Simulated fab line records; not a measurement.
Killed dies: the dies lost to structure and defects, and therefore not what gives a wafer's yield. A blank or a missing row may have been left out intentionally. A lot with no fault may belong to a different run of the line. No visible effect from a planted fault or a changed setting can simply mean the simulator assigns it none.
What tool caused it?	flow gf180mcu	14 lots with 42 wafers sampled at 4 steps, on a route of 602 steps

## WHAT THE GAUGES READ, wafer by wafer
GF_V3_BOW_MEAS_05.
lot	measured	on	V3_BOW (um)
L647	day 21 00:19	film_metro-01	134 113 130
L648	day 21 12:19	film_metro-02	130 105 123
L650	day 22 08:08	film_metro-03	128 118 128
L651	day 22 17:18	film_metro-02	124 119 120
L652	day 23 11:52	film_metro-03	109 112 113
L653	day 23 20:16	film_metro-02	109 104 114
L654	day 24 03:45	film_metro-03	122 124 109
L661	day 26 08:08	film_metro-02	114 112 117
L662	day 26 17:13	film_metro-03	122 126 119
L665	day 27 22:31	film_metro-02	116 125 114
L666	day 28 00:14	film_metro-01	117 135 121
L667	day 28 01:52	film_metro-02	108 131 123
L668	day 28 10:15	film_metro-01	119 120 109
L670	day 29 00:54	film_metro-01	115 121 121

GF_V3_CD_MEAS_14 targets a cd of 260 nm.
lot	measured	on	cd_nm (nm)
L647	day 22 00:13	cd_sem-02	260.5 260.5 260.3
L648	day 22 12:32	cd_sem-02	260.5 260.5 260.3
L650	day 23 07:23	cd_sem-02	259.0 260.1 260.5
L651	day 23 15:52	cd_sem-01	260.8 260.9 259.8
L652	day 24 10:52	cd_sem-02	262.6 261.7 260.1
L653	day 24 19:41	cd_sem-02	259.7 259.7 261.0
L654	day 25 01:59	cd_sem-02	260.7 261.3 261.7
L661	day 27 04:40	cd_sem-01	262.1 262.0 261.3
L662	day 27 13:16	cd_sem-01	258.2 259.0 258.7
L665	day 28 18:11	cd_sem-01	257.4 257.4 257.3
L666	day 28 19:18	cd_sem-01	259.1 260.8 260.2
L667	day 28 21:48	cd_sem-02	263.1 262.5 263.5
L668	day 29 05:19	cd_sem-01	257.4 257.6 258.3
L670	day 29 20:10	cd_sem-02	260.1 259.2 259.3

GF_V4_BOW_MEAS_05.
lot	measured	on	V4_BOW (um)
L647	day 23 02:51	film_metro-03	150 127 144
L648	day 23 15:02	film_metro-03	149 126 141
L650	day 24 09:17	film_metro-01	143 135 144
L651	day 24 17:43	film_metro-04	139 133 135
L652	day 25 10:58	film_metro-01	127 129 130
L653	day 26 00:39	film_metro-01	127 122 130
L654	day 26 03:31	film_metro-01	132 135 121
L661	day 28 04:16	film_metro-01	102 100 106
L662	day 28 11:56	film_metro-04	110 112 106
L665	day 29 15:58	film_metro-04	139 148 136
L666	day 29 17:38	film_metro-03	134 151 139
L667	day 29 20:04	film_metro-03	136 158 150
L668	day 30 02:55	film_metro-01	136 138 126
L670	day 30 16:59	film_metro-03	136 142 143

## EACH LOT AND THE TOOL THAT RAN IT (in order: tool; ch and the chambers of the sampled wafers; start)
lot	GF_V4_CVD_00
L647	hdpcvd-02 ch 0,1, day 23 02:08
L648	hdpcvd-02 ch 0,2, day 23 14:25
L650	hdpcvd-02 ch 1,2, day 24 08:42
L651	hdpcvd-02 ch 0,1, day 24 17:09
L652	hdpcvd-01 ch 0,1, day 25 10:23
L653	hdpcvd-02 ch 1,2, day 26 00:02
L654	hdpcvd-01 ch 0,1,2, day 26 02:55
L661	hdpcvd-01 ch 0,1, day 28 03:40
L662	hdpcvd-02 ch 1,2, day 28 11:22
L665	hdpcvd-02 ch 0,1,2, day 29 15:23
L666	hdpcvd-02 ch 0,1, day 29 16:57
L667	hdpcvd-01 ch 0,1,2, day 29 19:29
L668	hdpcvd-02 ch 0,1, day 30 02:20
L670	hdpcvd-02 ch 1,2, day 30 16:25
- GF_V4_CVD_00: deposits SiO2, target thk 600 nm, time 100 s.

## AS READ BY THE TOOLS THEMSELVES (means over the sampled wafers that have a number; for cases with no such wafer, the mark the record gives instead)
GF_V4_CVD_00.
lot	tool	pressure_mtorr (mTorr)	run_length_s (s)
L647	hdpcvd-02	5.988	128.2
L648	hdpcvd-02	5.992	127.9
L650	hdpcvd-02	5.999	127.9
L651	hdpcvd-02	5.997	128.0
L652	hdpcvd-01	6.004	127.8
L653	hdpcvd-02	5.993	127.8
L654	hdpcvd-01	6.008	128.0
L661	hdpcvd-01	-	-
L662	hdpcvd-02	-	-
L665	hdpcvd-02	6.004	127.7
L666	hdpcvd-02	5.990	128.1
L667	hdpcvd-01	5.988	127.9
L668	hdpcvd-02	6.003	127.8
L670	hdpcvd-02	5.997	127.9

## THE ANSWER, worked out from the rows above alone
Rule: what is usual is taken from the lots themselves. The widest of any qualifying gaps counts: lots, ordered by their means at a reading, are off when they make up no more than a third of the lots, leave a main group of 4 or more, and stand apart from it by 3 or more times the standard deviation of that group's means. A main group is skipped when, at the precision printed for the reading in the tables above, its means are all equal. Also off: a lot with no number at a reading for which 4 or more lots have one. Any other lot the step has rows for is counted as sound. The gauges are gone through in route order, then the tools' own readings, and for those a lot's mean is taken as printed above. The first step at which some lot is off is used, and at that step the reading that is off furthest; a lot without a number counts as furthest.
Off at GF_V4_CVD_00 (pressure_mtorr): L661, L662. Without a number there: L661, L662. The main group has a mean of 5.997 mTorr with a standard deviation of 0.0065.
If a tool, at that step or one of the process steps before it, ran each lot that is off and ran no sound lot following the first of them, it fits. None of those tried fits.

## WHAT HAD BEEN PUT IN BY THE SIMULATOR
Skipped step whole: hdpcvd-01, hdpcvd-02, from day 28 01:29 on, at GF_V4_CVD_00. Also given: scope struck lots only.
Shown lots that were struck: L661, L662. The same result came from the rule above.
